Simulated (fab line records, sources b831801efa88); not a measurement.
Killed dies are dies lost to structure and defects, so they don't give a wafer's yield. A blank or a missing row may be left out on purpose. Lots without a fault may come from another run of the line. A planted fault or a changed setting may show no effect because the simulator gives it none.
Which tool did it? | flow gf180mcu | 14 lots, 42 wafers sampled, at 2 steps of a route of 602

WHAT THE GAUGES READ, wafer by wafer
GF_CONTACT_OVL_MEAS_15. Usual: CONTACT_OVL 3 nm, standard deviation 5.7.
lot  | measured     | on         | CONTACT_OVL (nm) | flag
L479 | day 16 04:59 | overlay-01 | 9 6 10           |
L481 | day 16 19:29 | overlay-01 | 2 6 15           |
L482 | day 17 12:41 | overlay-01 | 3 1 1            |
L485 | day 18 12:11 | overlay-01 | 0 1 7            |
L486 | day 18 15:06 | overlay-01 | -4 -4 -11        |
L488 | day 19 08:32 | overlay-01 | - - -            | OFF
L489 | day 19 19:23 | overlay-02 | - - -            | OFF
L491 | day 20 14:55 | overlay-01 | 6 1 0            |
L497 | day 23 02:47 | overlay-02 | -4 -6 10         |
L498 | day 23 08:23 | overlay-02 | 6 0 -5           |
L499 | day 23 09:10 | overlay-02 | -3 6 -3          |
L500 | day 23 13:44 | overlay-01 | 5 2 5            |
L501 | day 24 00:41 | overlay-01 | 12 -5 1          |
L502 | day 24 08:54 | overlay-01 | 6 4 5            |

WHICH TOOL RAN EACH LOT (tool, then ch and the chambers of the sampled wafers, then the start)
lot  | GF_CONTACT_DEVELOP_13
L479 | litho_track-03 ch 0, day 16 04:44
L481 | litho_track-01 ch 0, day 16 19:13
L482 | litho_track-01 ch 0, day 17 12:26
L485 | litho_track-01 ch 0, day 18 11:56
L486 | litho_track-03 ch 0, day 18 14:52
L488 | litho_track-01, day 19 08:16
L489 | litho_track-01, day 19 19:10
L491 | litho_track-04 ch 0, day 20 14:43
L497 | litho_track-03 ch 0, day 23 02:31
L498 | litho_track-01 ch 0, day 23 08:08
L499 | litho_track-04 ch 0, day 23 08:55
L500 | litho_track-03 ch 0, day 23 13:29
L501 | litho_track-03 ch 0, day 24 00:26
L502 | litho_track-04 ch 0, day 24 08:38
- GF_CONTACT_DEVELOP_13: develop time 60 s.

WHAT THE TOOLS THEMSELVES READ (means of the sampled wafers that have a number; where no wafer has one, the mark that the record gives instead)
GF_CONTACT_DEVELOP_13. Usual: chill_plate_temp_C 22.98 C, standard deviation 0.099.
lot  | tool           | chill_plate_temp_C (C) | flag
L479 | litho_track-03 | 22.98                  |
L481 | litho_track-01 | 22.87                  |
L482 | litho_track-01 | 22.91                  |
L485 | litho_track-01 | 23.13                  |
L486 | litho_track-03 | 23.02                  |
L488 | litho_track-01 | -                      | OFF
L489 | litho_track-01 | -                      | OFF
L491 | litho_track-04 | 22.97                  |
L497 | litho_track-03 | 22.98                  |
L498 | litho_track-01 | 22.90                  |
L499 | litho_track-04 | 23.17                  |
L500 | litho_track-03 | 22.88                  |
L501 | litho_track-03 | 23.06                  |
L502 | litho_track-04 | 22.89                  |

THE ANSWER, worked out from the rows above alone
Rule: a lot is off if the mean of its wafers that have a number lies more than 3 standard deviations from the usual mean. A lot without any number at a reading at which 4 lots or more have one is off too. The other lots that the step has rows for count as sound. The gauges are gone through in route order, then the tools' own readings, and for those a lot's mean is taken as printed above. The first step at which some lot is off is used, and at that step the reading that is off furthest; a lot without a number counts as furthest.
Off: L488, L489, at GF_CONTACT_OVL_MEAS_15 (CONTACT_OVL). Without a number there: L488, L489.
A tool fits if, at a process step before that reading, it ran every lot that is off, and no sound lot after the first of them. The gauges at GF_CONTACT_OVL_MEAS_15 aren't tried: what is off there is off at GF_CONTACT_DEVELOP_13 too, on other tools, and a gauge's error can't cause that. None of those tried fits.

WHAT THE SIMULATOR HAD PUT IN
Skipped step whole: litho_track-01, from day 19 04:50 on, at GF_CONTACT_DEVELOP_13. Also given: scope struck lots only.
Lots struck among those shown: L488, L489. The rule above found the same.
